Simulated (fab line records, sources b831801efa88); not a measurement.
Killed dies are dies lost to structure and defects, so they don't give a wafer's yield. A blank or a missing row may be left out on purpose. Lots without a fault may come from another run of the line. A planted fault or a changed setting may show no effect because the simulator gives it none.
fab line records | flow sfq_line
record lots=7 wafers=21 last_day=95
route steps=325 shown R5@213 I5@228 C5@240 M6@251 M8@325
lots that met no fault: from a run of the same line without faults
start_h: hours from the record's first day to the start of the lot's first wafer shown | wait_h: hours since the lot's step before | " the same as in the row above | L1.1+2: a row that stands for several wafers | - no value, or no start given | * or withheld: withheld | < > ~ a bound
route shown NAME@n: a module of which the file shows steps, and the number in the route of the first | usual: mean/standard deviation of fault-free wafers | same: alike in all rows | chamber/n: place in a boat | sites: the reading at each site | _std_site: their standard deviation | _edge_site: outer sites' mean less inner sites' | radius_mm: how far each site lies from the wafer's centre | mask NAME#n: copy n | behind: the tool/chamber that last shaped the wafer | hold: why the lot was held/for how many hours/how that ended | device: the transistor (n, p or np) that didn't switch | end of line: the same wafers' tests at the end of the route | a step without rows: its recipe alone | killed: dies lost to structure and defects at the first sort, not the wafer's yield | map: a wafer's dies, x killed, . not, _ none there
set.NAME: the setting as run; set.NAME@STEP: as run at that earlier step | model.NAME: the simulator's own value behind a step, which no gauge read
lots at some steps of the route; a table a step, a row a wafer
services: from which hour (start_h, from the record's first day; less than 0 if before it) a tool's chamber was out of use, for how many hours, and why
## steps
# step SFQ_TRILAYER_R5_DEP_SPUTTER_133
# recipe material=MoNx base_pressure_pa=1.33e-06 target_thk_nm=40 power_w=1000 time_s=66.7 chamber_pressure_pa=0.4
# step SFQ_TRILAYER_R5_DEP_SPUTTER_134
# recipe material=Ti base_pressure_pa=1.33e-06 target_thk_nm=5 power_w=2000 time_s=5 chamber_pressure_pa=0.4
# usual base_pressure_pa=1.33e-06/1e-07 throttle_valve_pct=30.2/1.3
# columns lot.wafer tool chamber start_h wait_h base_pressure_pa throttle_valve_pct
L827.1 pvd_sputter-05 - 1446.22 0.0 1.25e-06 31.1
L827.2 " - " " 1.38e-06 29.7
L827.5 " - " " 1.28e-06 31.4
L836.1 pvd_sputter-05 - 1499.14 0.0 1.18e-06 30.0
L836.2 " - " " 1.45e-06 30.4
L836.6 " - " " 1.35e-06 30.3
L839.2 pvd_sputter-05 - 1623.74 0.0 1.43e-06 30.0
L839.5 " - " " 1.39e-06 31.6
L839.6 " - " " 1.34e-06 26.9
L840.3 pvd_sputter-03 - 1625.97 0.0 1.24e-06 30.3
L840.4 " - " " 1.36e-06 28.7
L840.5 " - " " 1.38e-06 29.2
L841.3 pvd_sputter-03 - 1632.09 0.0 1.37e-06 29.7
L841.4 " - " " 1.27e-06 30.2
L841.5 " - " " 1.2e-06 31.0
L846.1 pvd_sputter-03 - 1742.51 0.0 1.43e-06 30.5
L846.3 " - " " 1.38e-06 28.6
L846.5 " - " " 1.28e-06 30.8
L848.1 pvd_sputter-04 - 1759.18 0.0 1.26e-06 30.8
L848.2 " - " " 1.58e-06 31.1
L848.5 " - " " 1.33e-06 31.3
# step SFQ_R5_RS_MEAS_933
# recipe thk_meas_gauge=four-point-probe reads=Ti_of_TRILAYER_R5_DEP_SPUTTER_134+MoNx_of_TRILAYER_R5_DEP_SPUTTER_133+Ti_of_TRILAYER_R5_DEP_SPUTTER_132
# usual R5_MONX_RS=7.06/0.076
# columns lot.wafer tool chamber start_h wait_h R5_MONX_RS[ohm/sq]
L827.1 film_metro-03 - 1446.24 0.0 6.98
L827.2 " - " " 6.94
L827.5 " - " " 6.99
L836.1 film_metro-03 - 1499.15 0.0 6.96
L836.2 " - " " 7.08
L836.6 " - " " 7.09
L839.2 film_metro-02 - 1623.78 0.0 7.06
L839.5 " - " " 7.01
L839.6 " - " " 6.99
L840.3 film_metro-02 - 1626.03 0.0 7.15
L840.4 " - " " 7.07
L840.5 " - " " 7.17
L841.3 film_metro-03 - 1632.15 0.0 7.15
L841.4 " - " " 7.11
L841.5 " - " " 7.07
L846.1 film_metro-02 - 1742.53 0.0 7.00
L846.3 " - " " 6.94
L846.5 " - " " 6.98
L848.1 film_metro-04 - 1759.20 0.0 7.08
L848.2 " - " " 7.11
L848.5 " - " " 7.17
# step SFQ_R5_THK_MEAS_934
# recipe thk_meas_gauge=xrf reads=MoNx_of_TRILAYER_R5_DEP_SPUTTER_133
# usual R5_MONX_THK=39.6/0.53
# columns lot.wafer tool chamber start_h wait_h R5_MONX_THK[nm]
L827.1 film_metro-03 - 1446.36 0.1 40.4
L827.2 " - " " 40.6
L827.5 " - " " 40.1
L836.1 film_metro-03 - 1499.27 0.1 40.7
L836.2 " - " " 40.0
L836.6 " - " " 40.0
L839.2 film_metro-02 - 1623.89 0.1 39.1
L839.5 " - " " 39.6
L839.6 " - " " 39.6
L840.3 film_metro-02 - 1626.13 0.1 39.0
L840.4 " - " " 39.3
L840.5 " - " " 38.8
L841.3 film_metro-03 - 1632.25 0.1 39.4
L841.4 " - " " 39.7
L841.5 " - " " 40.0
L846.1 film_metro-02 - 1742.65 0.1 39.7
L846.3 " - " " 40.1
L846.5 " - " " 39.8
L848.1 film_metro-04 - 1759.32 0.1 39.2
L848.2 " - " " 39.2
L848.5 " - " " 38.7
# step SFQ_TRILAYER_R5_LITHO_COAT_141
# recipe resist=BARC spin_rpm=3000 resist_thk_nm=62
# step SFQ_TRILAYER_R5_LITHO_COAT_136
# recipe resist=KrF spin_rpm=3000 resist_thk_nm=600
# step SFQ_TRILAYER_R5_LITHO_SOFTBAKE_140
# recipe temp_c=withheld time_s=withheld resist=KrF
# step SFQ_TRILAYER_R5_LITHO_EXPOSE_137
# recipe mask_id=R5 na=0.6 source_shape=conventional sigma_outer=0.65 target_cd_nm=500 dose_mj=14.4
# step SFQ_TRILAYER_R5_LITHO_PEB_139
# recipe peb_temp_c=115 peb_time_s=60 resist=KrF
# step SFQ_TRILAYER_R5_LITHO_DEVELOP_138
# recipe time_s=60 resist=KrF
# step SFQ_R5_OVL_MEAS_935
# usual R5_OVL=2/5.7
# columns lot.wafer tool chamber start_h wait_h R5_OVL[nm]
L827.1 overlay-01 - 1449.81 0.1 0
L827.2 " - " " 5
L827.5 " - " " -1
L836.1 overlay-01 - 1631.46 0.1 10
L836.2 " - " " 0
L836.6 " - " " 6
L839.2 overlay-02 - 1739.31 0.1 6
L839.5 " - " " 6
L839.6 " - " " 6
L840.3 overlay-02 - 1741.72 0.1 0
L840.4 " - " " 1
L840.5 " - " " -4
L841.3 overlay-02 - 1746.52 0.1 -2
L841.4 " - " " 1
L841.5 " - " " 5
L846.1 overlay-02 - 1756.24 0.1 11
L846.3 " - " " 8
L846.5 " - " " 13
L848.1 overlay-02 - 1776.64 0.1 10
L848.2 " - " " 11
L848.5 " - " " 10
# step SFQ_TRILAYER_R5_BARC_OPEN_METAL_ETCH_177
# recipe mask_material=PR chemistry=O2 target_depth_nm=125 target=BARC icp_w=600 bias_w=80 pressure_mtorr=10 time_s=41.7
# step SFQ_TRILAYER_R5_ETCH_METAL_ETCH_139
# recipe stop_on=SiO2 mask_material=PR chemistry=Cl2 target_depth_nm=60 icp_w=600 bias_w=80 pressure_mtorr=10 time_s=40
# usual drypump_motor_current_A=5.7/0.42 oes_product_au=0.991/0.0054
# columns lot.wafer tool chamber start_h wait_h drypump_motor_current_A oes_product_au rf_hours_counter_h model.R5.feature_depth_nm model.etch.depth_nm model.KrF_of_TRILAYER_R5_LITHO_COAT_136.thk_nm
L827.1 rie_metal-03 1 1449.91 0.0 5.3 0.980 18 59.7 59.7 498.6
L827.2 " 0 " " 5.4 0.984 30 59.26 59.26 499.2
L827.5 " 1 " " 5.3 0.990 - 60 60 497.2
L836.1 rie_metal-02 0 1631.56 0.0 5.4 0.994 75 60 60 497.7
L836.2 " 1 " " 6.2 0.988 16 60 60 498.7
L836.6 " 0 " " 5.4 1.001 - 60 60 499.5
L839.2 rie_metal-03 0 1739.40 0.0 5.4 0.995 64 60 60 498.4
L839.5 " 0 " " 5.4 0.991 - 59.91 59.91 498.7
L839.6 " 1 " " 5.3 0.994 - 59.86 59.86 500.5
L840.3 rie_metal-02 1 1741.82 0.0 6.3 0.763 - 37.85 37.85 506.1
L840.4 " 0 " " 5.4 0.763 - 37.82 37.82 506.2
L840.5 " 0 " " 5.4 0.991 - 60 60 496.9
L841.3 rie_metal-02 1 1746.62 0.0 6.3 0.763 - 37.42 37.42 509.4
L841.4 " 0 " " 5.4 0.772 - 37.63 37.63 507.3
L841.5 " 1 " " 6.3 0.991 - 59.83 59.83 499.9
L846.1 rie_metal-02 0 1756.33 0.0 5.4 0.994 92 60 60 500
L846.3 " 0 " " 5.4 0.768 - 37.52 37.52 505.9
L846.5 " 0 " " 5.4 0.980 - 59.53 59.53 500.3
L848.1 rie_metal-04 0 1776.79 0.1 6.2 0.991 108 60 60 499.4
L848.2 " 0 " " 6.2 0.989 - 60 60 497.1
L848.5 " 0 " " 6.2 0.991 - 60 60 498.8
# step SFQ_TRILAYER_R5_STRIP_STRIP_140
# recipe gas=O2 power_w=200 platen_temp_c=40 overash_fraction=0.65 chemistry=O2 pressure_mtorr=50
# step SFQ_TRILAYER_R5_STRIP_SOLV_CLEAN_141
# recipe chemistry=NMP temp_c=70 time_s=600
# step SFQ_TRILAYER_A5C_DEP_PECVD_142
# recipe material=SiO2 temp_c=150 time_s=15.556 pressure_torr=2.4 rf_w=183.3 precursor=SiH4/N2O target_thk_nm=70
# step SFQ_TRILAYER_I5_LITHO_COAT_149
# recipe resist=BARC spin_rpm=3000 resist_thk_nm=62
# step SFQ_TRILAYER_I5_LITHO_COAT_144
# recipe resist=KrF spin_rpm=3000 resist_thk_nm=650
# step SFQ_TRILAYER_I5_LITHO_SOFTBAKE_148
# recipe temp_c=withheld time_s=withheld resist=KrF
# step SFQ_TRILAYER_I5_LITHO_EXPOSE_145
# recipe mask_id=I5 na=0.6 source_shape=conventional sigma_outer=0.65 target_cd_nm=700 dose_mj=21.3
# step SFQ_TRILAYER_I5_LITHO_PEB_147
# recipe peb_temp_c=115 peb_time_s=60 resist=KrF
# step SFQ_TRILAYER_I5_LITHO_DEVELOP_146
# recipe time_s=60 resist=KrF
# step SFQ_I5_OVL_MEAS_936
# usual I5_OVL=-2/5.4
# columns lot.wafer tool chamber start_h wait_h I5_OVL[nm]
L827.1 overlay-01 - 1531.01 0.1 -2
L827.2 " - " " -2
L827.5 " - " " 5
L836.1 overlay-02 - 1747.70 0.1 -3
L836.2 " - " " 3
L836.6 " - " " -3
L839.2 overlay-02 - 1751.44 0.1 4
L839.5 " - " " 4
L839.6 " - " " 8
L840.3 overlay-02 - 1755.05 0.1 -2
L840.4 " - " " -7
L840.5 " - " " -9
L841.3 overlay-02 - 1763.45 0.1 -13
L841.4 " - " " -5
L841.5 " - " " -11
L846.1 overlay-02 - 1774.24 0.1 -3
L846.3 " - " " -10
L846.5 " - " " -3
L848.1 overlay-02 - 1797.88 0.1 -6
L848.2 " - " " -5
L848.5 " - " " -2
# step SFQ_TRILAYER_I5_BARC_OPEN_VIA_ETCH_200
# recipe mask_material=PR chemistry=O2 target_depth_nm=125 target=BARC source_w=500 bias_w=80 pressure_mtorr=30 time_s=41.7
# step SFQ_TRILAYER_I5_ETCH_VIA_ETCH_147
# recipe stop_on=Nb mask_material=PR chemistry=CHF3 target_depth_nm=360 source_w=500 bias_w=80 pressure_mtorr=30 time_s=withheld
# usual drypump_motor_current_A=5.5/0.51 oes_product_au=0.991/0.0053
# columns lot.wafer tool chamber start_h wait_h drypump_motor_current_A oes_product_au
L827.1 rie_diel-03 3 1531.08 0.0 5.9 0.986
L827.2 " 0 " " 5.6 0.990
L827.5 " 0 " " 5.7 0.994
L836.1 rie_diel-04 2 1747.78 0.0 4.7 0.993
L836.2 " 0 " " 6.6 0.994
L836.6 " 2 " " 4.7 0.987
L839.2 rie_diel-04 2 1751.51 0.0 4.7 0.996
L839.5 " 3 " " 4.9 0.988
L839.6 " 0 " " 6.5 0.985
L840.3 rie_diel-03 1 1755.11 0.0 5.8 0.992
L840.4 " 2 " " 5.5 0.989
L840.5 " 1 " " 5.8 0.989
L841.3 rie_diel-01 2 1763.51 0.0 6.0 0.994
L841.4 " 0 " " 5.4 0.991
L841.5 " 3 " " 5.7 0.995
L846.1 rie_diel-03 3 1774.31 0.0 5.9 0.988
L846.3 " 1 " " 5.7 0.991
L846.5 " 1 " " 5.7 0.982
L848.1 rie_diel-04 1 1797.95 0.0 5.6 0.999
L848.2 " 2 " " 4.7 0.991
L848.5 " 0 " " 6.6 0.995
# step SFQ_TRILAYER_I5_STRIP_STRIP_148
# recipe gas=O2 power_w=200 platen_temp_c=40 overash_fraction=0.65 chemistry=O2 pressure_mtorr=50
# usual drypump_motor_current_A=5.6/0.33 oes_product_au=1.002/0.0083
# columns lot.wafer tool chamber start_h wait_h drypump_motor_current_A oes_product_au rf_hours_counter_h
L827.1 rie_metal-03 0 1531.23 - 5.4 1.007 40
L827.2 " 1 " " 5.3 0.993 29
L827.5 " 0 " " 5.4 1.009 -
L836.1 rie_metal-03 0 1747.93 - 5.4 1.003 67
L836.2 " 0 " " 5.4 0.999 -
L836.6 " 0 " " 5.3 1.002 -
L839.2 rie_metal-03 1 1751.66 - 5.3 0.992 55
L839.5 " 0 " " 5.4 0.998 -
L839.6 " 1 " " 5.3 0.992 -
L840.3 rie_metal-03 0 1755.46 - 5.3 1.005 -
L840.4 " 1 " " 5.3 0.992 -
L840.5 " 1 " " 5.3 0.987 -
L841.3 rie_metal-03 0 1763.86 - 5.4 1.003 -
L841.4 " 1 " " 5.3 0.991 -
L841.5 " 1 " " 5.3 0.981 -
L846.1 rie_metal-01 0 1774.46 - 5.9 1.005 98
L846.3 " 0 " " 5.9 1.007 -
L846.5 " 1 " " 5.5 1.012 -
L848.1 rie_metal-01 1 1798.10 - 5.5 1.018 121
L848.2 " 0 " " 5.9 1.006 102
L848.5 " 1 " " 5.5 1.004 -
# step SFQ_TRILAYER_I5_STRIP_SOLV_CLEAN_149
# recipe chemistry=NMP temp_c=70 time_s=600
# step SFQ_TRILAYER_C5_LITHO_COAT_156
# recipe resist=BARC spin_rpm=3000 resist_thk_nm=62
# step SFQ_TRILAYER_C5_LITHO_COAT_151
# recipe resist=KrF spin_rpm=3000 resist_thk_nm=650
# step SFQ_TRILAYER_C5_LITHO_SOFTBAKE_155
# recipe temp_c=withheld time_s=withheld resist=KrF
# step SFQ_TRILAYER_C5_LITHO_EXPOSE_152
# recipe mask_id=C5 na=0.6 source_shape=conventional sigma_outer=0.65 target_cd_nm=500 dose_mj=21.3
# step SFQ_TRILAYER_C5_LITHO_PEB_154
# recipe peb_temp_c=115 peb_time_s=60 resist=KrF
# step SFQ_TRILAYER_C5_LITHO_DEVELOP_153
# recipe time_s=60 resist=KrF
# step SFQ_C5_OVL_MEAS_937
# usual C5_OVL=-1/5.4
# columns lot.wafer tool chamber start_h wait_h C5_OVL[nm]
L827.1 overlay-01 - 1540.73 0.1 2
L827.2 " - " " -4
L827.5 " - " " 0
L836.1 overlay-01 - 1837.38 0.1 3
L836.2 " - " " 2
L836.6 " - " " 1
L839.2 overlay-02 - 1844.58 0.1 -6
L839.5 " - " " -6
L839.6 " - " " -3
L840.3 overlay-02 - 1845.79 0.1 -3
L840.4 " - " " 1
L840.5 " - " " -4
L841.3 overlay-01 - 1851.79 0.1 1
L841.4 " - " " 2
L841.5 " - " " -4
L846.1 overlay-01 - 1866.18 0.1 -4
L846.3 " - " " 2
L846.5 " - " " -2
L848.1 overlay-02 - 1891.90 0.1 4
L848.2 " - " " 3
L848.5 " - " " 6
# step SFQ_TRILAYER_C5_BARC_OPEN_VIA_ETCH_210
# recipe mask_material=PR chemistry=O2 target_depth_nm=125 target=BARC source_w=500 bias_w=80 pressure_mtorr=30 time_s=41.7
# step SFQ_TRILAYER_C5_ETCH_VIA_ETCH_154
# recipe target=SiO2 mask_material=PR chemistry=CHF3 target_depth_nm=84 source_w=500 bias_w=80 pressure_mtorr=30 time_s=withheld stop_on=Nb
# usual drypump_motor_current_A=5.6/0.51 oes_product_au=0.891/0.0092
# columns lot.wafer tool chamber start_h wait_h drypump_motor_current_A oes_product_au
L827.1 rie_diel-01 1 1540.81 0.0 5.3 0.894
L827.2 " 0 " " 5.4 0.898
L827.5 " 3 " " 5.7 0.909
L836.1 rie_diel-02 3 1837.45 0.0 6.0 0.890
L836.2 " 2 " " 5.1 0.889
L836.6 " 0 " " 5.6 0.901
L839.2 rie_diel-01 3 1844.65 0.0 5.7 0.882
L839.5 " 2 " " 6.0 0.895
L839.6 " 1 " " 5.3 0.886
L840.3 rie_diel-04 0 1845.85 0.0 6.6 0.886
L840.4 " 1 " " 5.6 0.912
L840.5 " 1 " " 5.6 0.898
L841.3 rie_diel-02 3 1851.85 0.0 6.0 0.896
L841.4 " 0 " " 5.7 0.904
L841.5 " 0 " " 5.6 0.912
L846.1 rie_diel-04 3 1866.25 0.0 4.9 0.871
L846.3 " 0 " " 6.6 0.877
L846.5 " 2 " " 4.7 0.895
L848.1 rie_diel-02 0 1891.97 0.0 5.6 0.887
L848.2 " 2 " " 5.1 0.897
L848.5 " 3 " " 6.0 0.912
# step SFQ_TRILAYER_C5_STRIP_STRIP_155
# recipe gas=O2 power_w=200 platen_temp_c=40 overash_fraction=0.65 chemistry=O2 pressure_mtorr=50
# step SFQ_TRILAYER_C5_STRIP_SOLV_CLEAN_156
# recipe chemistry=NMP temp_c=70 time_s=600
# step SFQ_TRILAYER_M6_DEP_PRE_CLEAN_158
# recipe gas=Ar time_s=22.5 bias_v=250
# step SFQ_TRILAYER_M6_DEP_SPUTTER_157
# recipe material=Nb base_pressure_pa=1.33e-06 chamber_pressure_pa=0.1333 substrate_temp_c=20 target_thk_nm=200 power_w=2000 time_s=133.3
# usual base_pressure_pa=1.33e-06/1e-07 throttle_valve_pct=29.5/1.4
# columns lot.wafer tool chamber start_h wait_h base_pressure_pa throttle_valve_pct
L827.1 pvd_sputter-05 - 1541.66 0.0 1.14e-06 30.2
L827.2 " - " " 1.42e-06 31.5
L827.5 " - " " 1.57e-06 30.0
L836.1 pvd_sputter-03 - 1838.31 0.0 1.37e-06 31.2
L836.2 " - " " 1.41e-06 30.1
L836.6 " - " " 1.31e-06 29.4
L839.2 pvd_sputter-06 - 1845.51 0.0 1.23e-06 30.6
L839.5 " - " " 1.1e-06 26.8
L839.6 " - " " 1.14e-06 29.6
L840.3 pvd_sputter-03 - 1846.71 0.0 1.27e-06 29.5
L840.4 " - " " 1.21e-06 28.7
L840.5 " - " " 1.32e-06 31.2
L841.3 pvd_sputter-06 - 1852.71 0.0 1.2e-06 29.6
L841.4 " - " " 1.36e-06 30.1
L841.5 " - " " 1.23e-06 31.0
L846.1 pvd_sputter-03 - 1867.11 0.0 1.34e-06 28.5
L846.3 " - " " 1.26e-06 31.3
L846.5 " - " " 1.4e-06 28.5
L848.1 pvd_sputter-06 - 1892.83 0.0 1.39e-06 30.0
L848.2 " - " " 1.3e-06 30.9
L848.5 " - " " 1.17e-06 27.1
# step SFQ_M6_RS_MEAS_938
# recipe thk_meas_gauge=four-point-probe reads=Nb_of_TRILAYER_M6_DEP_SPUTTER_157
# usual M6_NB_RS=0.886/0.0088
# columns lot.wafer tool chamber start_h wait_h M6_NB_RS[ohm/sq]
L827.1 film_metro-03 - 1541.75 0.0 0.882
L827.2 " - " " 0.874
L827.5 " - " " 0.877
L836.1 film_metro-04 - 1838.40 0.0 0.894
L836.2 " - " " 0.892
L836.6 " - " " 0.887
L839.2 film_metro-01 - 1845.62 0.1 0.882
L839.5 " - " " 0.887
L839.6 " - " " 0.891
L840.3 film_metro-01 - 1846.84 0.1 0.882
L840.4 " - " " 0.882
L840.5 " - " " 0.888
L841.3 film_metro-01 - 1852.84 0.1 0.888
L841.4 " - " " 0.871
L841.5 " - " " 0.881
L846.1 film_metro-01 - 1867.20 0.0 0.888
L846.3 " - " " 0.887
L846.5 " - " " 0.882
L848.1 film_metro-03 - 1892.92 0.0 0.885
L848.2 " - " " 0.883
L848.5 " - " " 0.896
# step SFQ_M8_BOW_MEAS_951
# recipe mode=bow
# usual M8_BOW=8/12
# columns lot.wafer tool chamber start_h wait_h M8_BOW[um] model.etest.r5.comb_log10_ohm
L827.1 film_metro-03 - 1986.75 0.0 -7 12
L827.2 " - " " 7 12
L827.5 " - " " -17 12
L836.1 film_metro-01 - 2122.22 0.0 17 12
L836.2 " - " " -7 12
L836.6 " - " " 9 12
L839.2 film_metro-03 - 2130.86 0.0 6 12
L839.5 " - " " 0 12
L839.6 " - " " 7 12
L840.3 film_metro-03 - 2135.20 0.0 15 0
L840.4 " - " " 21 0
L840.5 " - " " 0 12
L841.3 film_metro-03 - 2143.01 0.0 8 0
L841.4 " - " " 17 0
L841.5 " - " " 21 12
L846.1 film_metro-03 - 2244.62 0.0 14 12
L846.3 " - " " 4 0
L846.5 " - " " 13 12
L848.1 film_metro-04 - 2271.23 0.0 -14 12
L848.2 " - " " -3 12
L848.5 " - " " -10 12
## services
# columns tool chamber start_h hours kind
rie_diel-04 1 1434.31 3.3 repair
pvd_sputter-06 - 1442.18 13.5 repair
rie_diel-01 1 1453.42 14.1 repair
pvd_sputter-03 - 1478.46 14.1 repair
rie_diel-03 1 1491.27 6.5 repair
rie_diel-01 1 1493.42 12.5 repair
rie_diel-04 - 1495.36 2.4 repair
rie_diel-02 2 1502.62 7.6 repair
pvd_sputter-05 - 1516.37 7.5 repair
rie_diel-04 2 1542.09 8.0 repair
pvd_sputter-05 - 1547.02 3.7 repair
rie_metal-03 - 1581.35 2.8 pm
pvd_sputter-03 - 1591.52 5.4 repair
rie_metal-03 0 1642.64 11.3 repair
rie_diel-04 1 1657.94 6.8 repair
rie_diel-04 3 1723.94 7.1 repair
rie_metal-02 1 1724.98 5.9 repair
pvd_sputter-05 - 1737.08 4.5 repair
rie_metal-03 1 1740.91 10.2 repair
pvd_sputter-05 - 1757.86 3.9 repair
pvd_sputter-03 - 1793.71 10.1 repair
pvd_sputter-05 - 1795.10 1.5 repair
rie_diel-04 1 1850.63 3.5 repair
pvd_sputter-05 - 1858.19 2.9 repair
## key
first_sign step=SFQ_TRILAYER_R5_ETCH_METAL_ETCH_139 reading=oes_product_au direction=down sigmas=41 usual=0.991 struck=0.766
effect none on later readings
model_effect step=SFQ_TRILAYER_R5_ETCH_METAL_ETCH_139 value=R5.feature_depth_nm without=59.99 struck=37.65
model_effect step=SFQ_M8_BOW_MEAS_951 value=etest.r5.comb_log10_ohm without=12 struck=0
met_at SFQ_TRILAYER_R5_ETCH_METAL_ETCH_139
struck_wafers L840.3,L840.4,L841.3,L841.4,L846.3
onset_between 1631.56 1741.82
fault kind=process_parameter_drift tool=rie_metal-02 chamber=- onset_h=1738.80 steps=SFQ_TRILAYER_R5_ETCH_METAL_ETCH_139 channel=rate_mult offset=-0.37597 shape=step end_h=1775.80 scope=struck_wafers_only
